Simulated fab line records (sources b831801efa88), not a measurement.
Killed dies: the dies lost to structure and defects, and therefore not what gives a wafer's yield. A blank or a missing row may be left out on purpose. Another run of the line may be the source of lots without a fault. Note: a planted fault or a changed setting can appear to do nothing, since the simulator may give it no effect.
Struck lot and sound lot, side by side ; flow sky130 ; 17 out of 708 route steps
Sound: these wafers, L618.3, L618.4, L618.6. Wafers struck: L624.3, L624.5, L624.6. At the end, the cause is stated.
Order at every step that has rows: each side's tool, ch and its chambers, its first start. Under that, the readings that differ: sound wafers ; struck wafers ; difference of the means ; sigmas: that difference in standard deviations of wafers without a fault.
alike: same words and numbers on both sides, and readings whose means sit less than 2 such deviations apart. not compared: any withheld reading, any reading some wafer has no value for, any bound like >300 that may hide the same value, and any number with overlapping values for which the record gives no deviation.
The two part at a step that has a row with sigmas, a row that says differs or no value, or rows on one side only. Non-overlapping numbers with no deviation appear without sigmas and do not part them. A reading that every wafer of one side lacks parts them only if that side has two wafers or more.

first, 3 steps without rows for these wafers: SKY_VT_ADJUST_HVTP_EXPOSE_04 (exposes mask HVTPM, target cd 380 nm); SKY_VT_ADJUST_HVTP_PEB_05; SKY_VT_ADJUST_HVTP_DEVELOP_06 (develop time 60 s).
SKY_VT_ADJUST_HVTP_CD_MEAS_07 targets a cd of 380 nm.
  struck on cd_sem-01, day 10 03:27; sound on cd_sem-01, day 8 11:54
  alike: cd_nm
SKY_VT_ADJUST_HVTP_OVL_MEAS_08:
  struck on overlay-02, day 10 03:32; sound on overlay-02, day 8 11:59
  alike: VT_ADJUST_HVTP_OVL
then, 1 step without rows for these wafers: SKY_VT_ADJUST_HVTP_IMPLANT_09.
SKY_VT_ADJUST_HVTP_STRIP_10: strips in O2/N2.
  sound on plasma_asher-02 ch 0,1, day 8 12:12; struck on plasma_asher-01 ch 0,1, day 10 03:44
reading;sound;struck;difference;sigmas
strip_time_to_endpoint_s (s);14.27 14.24 14.29;14.12 14.16 14.17;-0.12;-2
  alike: drypump_motor_current_A, oes_product_au
  not compared: rf_hours_counter_h
SKY_VT_ADJUST_HVTP_TW_MEAS_11:
  struck on film_metro-04, day 10 03:50; sound on film_metro-01, day 8 12:17
reading;sound;struck;difference;sigmas
VT_ADJUST_HVTP_TW;1338 1335 1340;1367 1378 1374;+35;+3
then, 4 steps without rows for these wafers: SKY_VT_ADJUST_LVTN_DEHYDRATE_00 (time 60 s); SKY_VT_ADJUST_LVTN_HMDS_01 (prime time 60 s); SKY_VT_ADJUST_LVTN_COAT_02 (resist thk 3000 nm); SKY_VT_ADJUST_LVTN_SOFTBAKE_03.
SKY_VT_ADJUST_LVTN_EXPOSE_04: exposes mask NWM COMPLEMENT LESS NATIVE, target cd 840 nm.
  sound on iline_stepper-02 ch 0, day 8 22:32; struck on iline_stepper-02 ch 0, day 10 15:01
reading;sound;struck;difference;sigmas
model.VT_ADJUST_LVTN.overlay_x_nm (nm);0.9092 0.9092 0.9092;179.7 179.7 179.7;+178.8;
  alike: mask
then, 2 steps without rows for these wafers: SKY_VT_ADJUST_LVTN_PEB_05; SKY_VT_ADJUST_LVTN_DEVELOP_06 (develop time 60 s).
SKY_VT_ADJUST_LVTN_OVL_MEAS_07:
  struck on overlay-02, day 11 01:55; sound on overlay-01, day 9 09:55
reading;sound;struck;difference;sigmas
VT_ADJUST_LVTN_OVL (nm);-0.6 -1.0 0.4;178.6 179.4 179.9;+179.7;+99 or more
then, 1 step without rows for these wafers: SKY_VT_ADJUST_LVTN_IMPLANT_08.

## WHERE THEY PART
At SKY_VT_ADJUST_HVTP_STRIP_10 first; at SKY_VT_ADJUST_LVTN_OVL_MEAS_07 last (within this record only).

WHY: the cause the simulator had injected
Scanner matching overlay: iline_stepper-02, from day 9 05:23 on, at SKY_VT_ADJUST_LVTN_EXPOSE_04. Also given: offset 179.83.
